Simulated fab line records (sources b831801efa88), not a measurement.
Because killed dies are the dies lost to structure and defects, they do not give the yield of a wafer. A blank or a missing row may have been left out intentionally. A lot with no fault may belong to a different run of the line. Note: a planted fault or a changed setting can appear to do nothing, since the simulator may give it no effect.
The tool behind it: which one? / flow gf180mcu / 36 wafers from 12 lots sampled at 5 of the route's 602 steps

== WHAT EACH GAUGE READ, for each wafer ==
GF_CONTACT_THK_MEAS_03.
lot=L541; measured=day 15 21:43; on=film metro-04; CONTACT_CVD_02_THK (nm)=867 855 851
lot=L542; measured=day 16 05:54; on=film metro-04; CONTACT_CVD_02_THK (nm)=852 866 863
lot=L545; measured=day 17 04:21; on=film metro-02; CONTACT_CVD_02_THK (nm)=855 870 875
lot=L547; measured=day 18 09:29; on=film metro-04; CONTACT_CVD_02_THK (nm)=842 843 862
lot=L548; measured=day 18 10:55; on=film metro-01; CONTACT_CVD_02_THK (nm)=848 859 860
lot=L549; measured=day 18 19:35; on=film metro-01; CONTACT_CVD_02_THK (nm)=857 851 878
lot=L555; measured=day 20 20:58; on=film metro-02; CONTACT_CVD_02_THK (nm)=855 848 863
lot=L557; measured=day 21 13:55; on=film metro-01; CONTACT_CVD_02_THK (nm)=855 877 865
lot=L558; measured=day 22 01:58; on=film metro-02; CONTACT_CVD_02_THK (nm)=856 870 864
lot=L559; measured=day 22 10:13; on=film metro-04; CONTACT_CVD_02_THK (nm)=840 860 837
lot=L561; measured=day 22 21:53; on=film metro-04; CONTACT_CVD_02_THK (nm)=862 856 865
lot=L562; measured=day 23 06:35; on=film metro-04; CONTACT_CVD_02_THK (nm)=861 861 867

GF_M2_THK_MEAS_06: measures by xrf.
lot=L541; measured=day 18 23:52; on=film metro-04; M2_ALCU_THK (nm)=448 444 445
lot=L542; measured=day 19 08:16; on=film metro-03; M2_ALCU_THK (nm)=450 445 443
lot=L545; measured=day 20 08:56; on=film metro-04; M2_ALCU_THK (nm)=448 450 452
lot=L547; measured=day 21 15:05; on=film metro-03; M2_ALCU_THK (nm)=449 448 449
lot=L555; measured=day 24 00:07; on=film metro-04; M2_ALCU_THK (nm)=463 458 457
lot=L557; measured=day 24 15:49; on=film metro-04; M2_ALCU_THK (nm)=448 452 449
lot=L558; measured=day 25 03:40; on=film metro-03; M2_ALCU_THK (nm)=455 460 463
lot=L559; measured=day 25 11:11; on=film metro-04; M2_ALCU_THK (nm)=450 443 444
lot=L561; measured=day 25 21:35; on=film metro-04; M2_ALCU_THK (nm)=453 452 451
lot=L562; measured=day 26 05:32; on=film metro-03; M2_ALCU_THK (nm)=455 454 452

== WHAT TOOL EACH LOT RAN ON (gives the tool, then ch and the chambers of the sampled wafers, and finally the start) ==
lot=L541; GF_V1_ETCH_17=rie diel-01 ch 1,2,3, day 18 22:00; GF_V1_STRIP_18=plasma asher-04 ch 0,1, day 18 22:18; GF_M2_SPUTTER_00=pvd sputter-02, day 18 23:32
lot=L542; GF_V1_ETCH_17=rie diel-02 ch 0,2,3, day 19 06:00; GF_V1_STRIP_18=plasma asher-04 ch 0,1, day 19 06:42; GF_M2_SPUTTER_00=pvd sputter-02, day 19 07:55
lot=L545; GF_V1_ETCH_17=rie diel-01 ch 2,3, day 20 07:00; GF_V1_STRIP_18=plasma asher-02 ch 0,1, day 20 07:23; GF_M2_SPUTTER_00=pvd sputter-04, day 20 08:34
lot=L547; GF_V1_ETCH_17=rie diel-02 ch 2,3, day 21 13:00; GF_V1_STRIP_18=plasma asher-04 ch 0,1, day 21 13:30; GF_M2_SPUTTER_00=pvd sputter-02, day 21 14:44
lot=L548; GF_V1_ETCH_17=rie diel-01 ch 0,1,3, day 21 15:00; GF_V1_STRIP_18=plasma asher-03 ch 0,1, day 21 15:08; GF_M2_SPUTTER_00=-
lot=L549; GF_V1_ETCH_17=rie diel-02 ch 1,2,3, day 21 23:00; GF_V1_STRIP_18=plasma asher-03 ch 0,1, day 21 23:09; GF_M2_SPUTTER_00=-
lot=L555; GF_V1_ETCH_17=rie diel-01 ch 0,1,2, day 23 22:00; GF_V1_STRIP_18=plasma asher-04 ch 0,1, day 23 22:32; GF_M2_SPUTTER_00=pvd sputter-04, day 23 23:46
lot=L557; GF_V1_ETCH_17=rie diel-03 ch 1,2, day 24 14:00; GF_V1_STRIP_18=plasma asher-03 ch 0,1, day 24 14:14; GF_M2_SPUTTER_00=pvd sputter-02, day 24 15:28
lot=L558; GF_V1_ETCH_17=rie diel-03 ch 0,1, day 25 02:00; GF_V1_STRIP_18=plasma asher-02 ch 0,1, day 25 02:05; GF_M2_SPUTTER_00=pvd sputter-04, day 25 03:19
lot=L559; GF_V1_ETCH_17=rie diel-03 ch 0,1,3, day 25 09:00; GF_V1_STRIP_18=plasma asher-03 ch 0,1, day 25 09:29; GF_M2_SPUTTER_00=pvd sputter-04, day 25 10:50
lot=L561; GF_V1_ETCH_17=rie diel-01 ch 0,2,3, day 25 19:00; GF_V1_STRIP_18=plasma asher-03 ch 0,1, day 25 19:56; GF_M2_SPUTTER_00=pvd sputter-02, day 25 21:15
lot=L562; GF_V1_ETCH_17=rie diel-01 ch 1,2, day 26 03:00; GF_V1_STRIP_18=plasma asher-03 ch 0,1, day 26 03:59; GF_M2_SPUTTER_00=pvd sputter-02, day 26 05:10
- GF_V1_ETCH_17: etches SiO2 in C4F8/O2/Ar, stops on TiN, target depth 630 nm.
- GF_V1_STRIP_18: strips in O2/N2.
- GF_M2_SPUTTER_00: material Ti, target thk 37.5 nm, time 150 s.

== WHAT THE TOOLS THEMSELVES READ (means of the sampled wafers that have a number; where no wafer has one, the mark that the record gives instead) ==
GF_V1_ETCH_17.
lot=L541; tool=rie diel-01; bias w (W)=1200; chamber pressure mTorr (mTorr)=40.03; oes product au (a.u.)=0.851
lot=L542; tool=rie diel-02; bias w (W)=1198; chamber pressure mTorr (mTorr)=40.01; oes product au (a.u.)=0.857
lot=L545; tool=rie diel-01; bias w (W)=1198; chamber pressure mTorr (mTorr)=39.99; oes product au (a.u.)=0.854
lot=L547; tool=rie diel-02; bias w (W)=1202; chamber pressure mTorr (mTorr)=40.00; oes product au (a.u.)=0.856
lot=L548; tool=rie diel-01; bias w (W)=-; chamber pressure mTorr (mTorr)=-; oes product au (a.u.)=-
lot=L549; tool=rie diel-02; bias w (W)=-; chamber pressure mTorr (mTorr)=-; oes product au (a.u.)=-
lot=L555; tool=rie diel-01; bias w (W)=1204; chamber pressure mTorr (mTorr)=39.95; oes product au (a.u.)=0.858
lot=L557; tool=rie diel-03; bias w (W)=1203; chamber pressure mTorr (mTorr)=39.97; oes product au (a.u.)=0.853
lot=L558; tool=rie diel-03; bias w (W)=1201; chamber pressure mTorr (mTorr)=39.98; oes product au (a.u.)=0.855
lot=L559; tool=rie diel-03; bias w (W)=1198; chamber pressure mTorr (mTorr)=40.01; oes product au (a.u.)=0.860
lot=L561; tool=rie diel-01; bias w (W)=1203; chamber pressure mTorr (mTorr)=39.98; oes product au (a.u.)=0.856
lot=L562; tool=rie diel-01; bias w (W)=1196; chamber pressure mTorr (mTorr)=40.00; oes product au (a.u.)=0.858

GF_V1_STRIP_18.
lot=L541; tool=plasma asher-04; drypump motor current A (A)=5.4; heater power w (W)=376; n2 flow sccm (sccm)=300.6; oes product au (a.u.)=0.597
lot=L542; tool=plasma asher-04; drypump motor current A (A)=5.5; heater power w (W)=374; n2 flow sccm (sccm)=300.1; oes product au (a.u.)=0.596
lot=L545; tool=plasma asher-02; drypump motor current A (A)=6.2; heater power w (W)=335; n2 flow sccm (sccm)=300.4; oes product au (a.u.)=0.593
lot=L547; tool=plasma asher-04; drypump motor current A (A)=5.7; heater power w (W)=385; n2 flow sccm (sccm)=299.8; oes product au (a.u.)=0.591
lot=L548; tool=plasma asher-03; drypump motor current A (A)=5.5; heater power w (W)=341; n2 flow sccm (sccm)=300.6; oes product au (a.u.)=0.669
lot=L549; tool=plasma asher-03; drypump motor current A (A)=5.6; heater power w (W)=332; n2 flow sccm (sccm)=301.0; oes product au (a.u.)=0.663
lot=L555; tool=plasma asher-04; drypump motor current A (A)=5.7; heater power w (W)=384; n2 flow sccm (sccm)=299.9; oes product au (a.u.)=0.591
lot=L557; tool=plasma asher-03; drypump motor current A (A)=5.5; heater power w (W)=339; n2 flow sccm (sccm)=300.6; oes product au (a.u.)=0.593
lot=L558; tool=plasma asher-02; drypump motor current A (A)=6.1; heater power w (W)=330; n2 flow sccm (sccm)=299.3; oes product au (a.u.)=0.593
lot=L559; tool=plasma asher-03; drypump motor current A (A)=5.5; heater power w (W)=336; n2 flow sccm (sccm)=299.8; oes product au (a.u.)=0.594
lot=L561; tool=plasma asher-03; drypump motor current A (A)=5.5; heater power w (W)=345; n2 flow sccm (sccm)=300.3; oes product au (a.u.)=0.590
lot=L562; tool=plasma asher-03; drypump motor current A (A)=5.5; heater power w (W)=335; n2 flow sccm (sccm)=299.7; oes product au (a.u.)=0.594

GF_M2_SPUTTER_00.
lot=L541; tool=pvd sputter-02; throttle valve pct (%)=29.9
lot=L542; tool=pvd sputter-02; throttle valve pct (%)=29.9
lot=L545; tool=pvd sputter-04; throttle valve pct (%)=30.3
lot=L547; tool=pvd sputter-02; throttle valve pct (%)=29.9
lot=L555; tool=pvd sputter-04; throttle valve pct (%)=29.7
lot=L557; tool=pvd sputter-02; throttle valve pct (%)=29.4
lot=L558; tool=pvd sputter-04; throttle valve pct (%)=29.9
lot=L559; tool=pvd sputter-04; throttle valve pct (%)=30.3
lot=L561; tool=pvd sputter-02; throttle valve pct (%)=29.4
lot=L562; tool=pvd sputter-02; throttle valve pct (%)=29.7

== THE ANSWER, worked out from the rows above alone ==
Rule: usual is defined by the lots themselves. The widest of any qualifying gaps counts: lots, ordered by their means at a reading, are off when they make up no more than a third of the lots, leave a main group of 4 or more, and stand apart from it by 3 or more times the standard deviation of that group's means. Not used: any main group whose means are identical at the precision the tables above print for the reading. Also off: a lot with no number at a reading for which 4 or more lots have one. Any other lot the step has rows for is counted as sound. First the gauges in route order, then the tools' own readings, where a lot's mean is used as printed above. At the first step where some lot is off, the reading lying furthest off is the one used; lots without a number count as furthest.
Off at GF_V1_ETCH_17 (bias w): L548, L549. Without a number there: L548, L549. Mean 1200 W and standard deviation 2.6 in the main group.
If a tool, at that step or one of the process steps before it, ran each lot that is off and ran no sound lot following the first of them, it fits. Of those tried, none fits.

== WHAT THE SIMULATOR HAD PUT IN ==
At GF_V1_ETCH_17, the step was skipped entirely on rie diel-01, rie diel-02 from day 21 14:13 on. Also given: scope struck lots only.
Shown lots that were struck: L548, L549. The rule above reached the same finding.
